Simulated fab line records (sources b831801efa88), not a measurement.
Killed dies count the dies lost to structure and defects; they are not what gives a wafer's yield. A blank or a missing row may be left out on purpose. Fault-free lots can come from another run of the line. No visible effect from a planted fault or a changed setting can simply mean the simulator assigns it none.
Chamber matching :: flow sky130 :: hdpcvd-01 running SKY_VIA1_HDPCVD_00: 3 sister chambers
The step deposits SiO2, target thk 1030 nm, time 171.7 s. 3 wafers are shown with their chamber, then 7 later ones without.

== WAFERS, EACH WITH ITS CHAMBER ==
wafer: L709.4
chamber: 2
run_length_s (s): 199.2

wafer: L712.1
chamber: 0
run_length_s (s): 201.0

wafer: L712.3
chamber: 1
run_length_s (s): 199.0

== WAFERS WITH NO CHAMBER GIVEN ==
wafer: L712.4
run_length_s (s): 199.4

wafer: L715.2
run_length_s (s): 199.5

wafer: L715.4
run_length_s (s): 199.8

wafer: L715.5
run_length_s (s): 199.2

wafer: L716.1
run_length_s (s): 199.2

wafer: L716.3
run_length_s (s): 199.4

wafer: L716.6
run_length_s (s): 199.8

== WHICH CHAMBER EACH ONE RAN IN ==
wafer: L712.4
from the rows above: can't be placed: 2 or 1
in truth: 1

wafer: L715.2
from the rows above: can't be placed: 2 or 1
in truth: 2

wafer: L715.4
from the rows above: can't be placed: 2 or 1 or 0
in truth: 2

wafer: L715.5
from the rows above: can't be placed: 2 or 1
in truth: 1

wafer: L716.1
from the rows above: can't be placed: 2 or 1
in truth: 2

wafer: L716.3
from the rows above: can't be placed: 2 or 1
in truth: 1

wafer: L716.6
from the rows above: can't be placed: 2 or 1 or 0
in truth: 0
Correct placement for 0 of the 7. These rows do not allow placing 7 (true chamber among the candidates in 7). Placed wrongly: 0.
How it was worked out, from the rows above alone: a wafer's distance from a chamber is the root of the sum, over the readings, of the square of ((its reading less the chamber's mean) divided by the reading's scatter). The wafer belongs to the nearest chamber; if the next one is less than 2 further off, it can't be placed. For every chamber, the mean is computed from those of its wafers that are shown. The scatter (one wafer shown for each chamber): square how far every hidden wafer sits from the nearest shown wafer, average those squares and take the square root.
